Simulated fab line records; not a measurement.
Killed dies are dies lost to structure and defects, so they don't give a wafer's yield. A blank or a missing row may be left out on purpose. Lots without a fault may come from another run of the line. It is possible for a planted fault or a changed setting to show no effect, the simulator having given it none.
Struck lot and sound lot, side by side	flow sky130	16 steps out of a route of 708
Sound: wafers L135.3, L135.4, L135.6. The struck wafers were L151.4, L151.5, L151.6. The cause is given at the end.
At each step with rows: each side's tool, then ch and its chambers, then its first start. Under that, the readings that differ: sound wafers	struck wafers	difference of the means	sigmas: that difference in standard deviations of wafers without a fault.
alike: same words and numbers on both sides, and readings whose means sit less than 2 such deviations apart. not compared: any withheld reading, any reading some wafer has no value for, any bound like >300 that may hide the same value, and any number with overlapping values for which the record gives no deviation.
Wherever a step has rows on one side only, a row that says differs or no value, or a row with sigmas, the two part there. Non-overlapping numbers with no deviation appear without sigmas and do not part them. Lack of a reading on every wafer of one side parts them only where that side has two or more wafers.

first, 8 steps without rows for these wafers: SKY_METAL1_DEHYDRATE_07 (time 60 s); SKY_METAL1_HMDS_08 (prime time 60 s); SKY_METAL1_COAT_09 (resist thk 60 nm); SKY_METAL1_COAT_10 (resist thk 450 nm); SKY_METAL1_SOFTBAKE_11 (time 90 s); SKY_METAL1_EXPOSE_12 (exposes mask MM1, target cd 140 nm); SKY_METAL1_PEB_13; SKY_METAL1_DEVELOP_14 (develop time 60 s).
SKY_METAL1_CD_MEAS_15: the cd target is 140 nm.
  struck on cd sem-01, day 39 20:00; sound on cd sem-01, day 35 01:33
  alike: cd nm
SKY_METAL1_OVL_MEAS_16:
  struck on overlay-02, day 39 20:05; sound on overlay-01, day 35 01:38
  alike: METAL1_OVL
SKY_METAL1_DESCUM_17: chemistry O2, time 8 s.
  sound on rie metal-04 ch 0,1, day 35 01:41; struck on rie metal-04 ch 1, day 39 20:08
reading	sound	struck	difference	sigmas
oes product au (a.u.)	1.012 0.990 1.009	0.971 0.960 0.973	-0.036	-2
  alike: drypump motor current A, temp c
  not compared: rf hours counter h
SKY_METAL1_ETCH_18: etches BARC in N2/H2, stops on SiO2, time 45.9 s, target depth 60 nm.
  sound on rie metal-04 ch 0,1, day 35 01:43; struck on rie metal-04 ch 1, day 39 20:14
reading	sound	struck	difference	sigmas
oes product au (a.u.)	0.855 0.846 0.846	0.857 0.860 0.863	+0.011	+2
  alike: bias w, chamber pressure mTorr, drypump motor current A, n2 flow sccm, throttle valve pct
  not compared: rf hours counter h
SKY_METAL1_METAL_ETCH_19: etches the open film in Cl2/BCl3, stops on SiO2, target depth 360 nm, time 78 s.
  sound on rie metal-04 ch 0,1, day 35 01:47; struck on rie metal-04 ch 1, day 39 20:23
  no value came back on the struck wafers for any of 7 readings (bcl3 flow sccm (sccm), bias w (W) and others); on the sound wafers bcl3 flow sccm (sccm) reads 30.24 30.19 30.01
reading	sound	struck	difference	sigmas
model.KrF-thick_of_METAL1_COAT_10.thk nm (nm)	152.3 161.5 154.6	393.1 395.3 394.1	+238.0	
model.SiO2_of_CONTACT_HDPCVD_02.thk nm (nm)	325.5 326.5 325.2	337.7 337.3 336.8	+11.5	
  not compared: rf hours counter h
SKY_METAL1_STRIP_20: strips in O2/N2.
  sound on plasma asher-04 ch 0,1, day 35 01:53; struck on plasma asher-04 ch 0,1, day 39 20:34
reading	sound	struck	difference	sigmas
oes product au (a.u.)	0.343 0.342 0.343	0.444 0.440 0.446	+0.101	+18
strip time to endpoint s (s)	2.64 2.72 2.65	5.21 5.23 5.21	+2.55	+31
  alike: drypump motor current A, n2 flow sccm
  not compared: rf hours counter h
then, 1 step without rows for these wafers: SKY_METAL1_STRIP_21 (strips in post etch residue remover, time 1200 s).
-- the record jumps here: 11 days lie between the struck wafers' starts before and after (it left off in module METAL1 and takes up again in module PAD_OPEN, whose first step shown is number 708 of the route) --
SKY_PAD_OPEN_PROBE_99:
  struck on prober-01, day 50 20:31; sound on prober-02, day 47 13:13
reading	sound	struck	difference	sigmas
hold	- - -	await dispo/8.4h/scrap await dispo/8.4h/scrap await dispo/8.4h/scrap	no value on the sound wafers	
defect limited yield (%)	83.7 81.1 86.0	0 0 0	-84	-42
killed_at_M0_to_M3	47 42 31	448 452 452	+411	+53
killed dies	80 93 69	492 492 492	+411	+43
killed on rim	17 16 18	96 96 96	+79	+21
sort_bin_5_function (%)	9.6 12.2 10.0	91.1 94.5 92.7	+82.2	+59
sort n pass	412 399 423	0 0 0	-411	-43
sort yield pct (%)	83.7 81.1 86.0	0 0 0	-84	-42
  alike: killed_at_M4_up, killed at contacts, killed at front end, killed at other, killed open, killed short, sort_bin_3_pad_short, sort_bin_6_memory

## WHERE THEY PART
Last at SKY_PAD_OPEN_PROBE_99 as far as this record goes, first at SKY_METAL1_DESCUM_17.

WHY: the cause the simulator had injected
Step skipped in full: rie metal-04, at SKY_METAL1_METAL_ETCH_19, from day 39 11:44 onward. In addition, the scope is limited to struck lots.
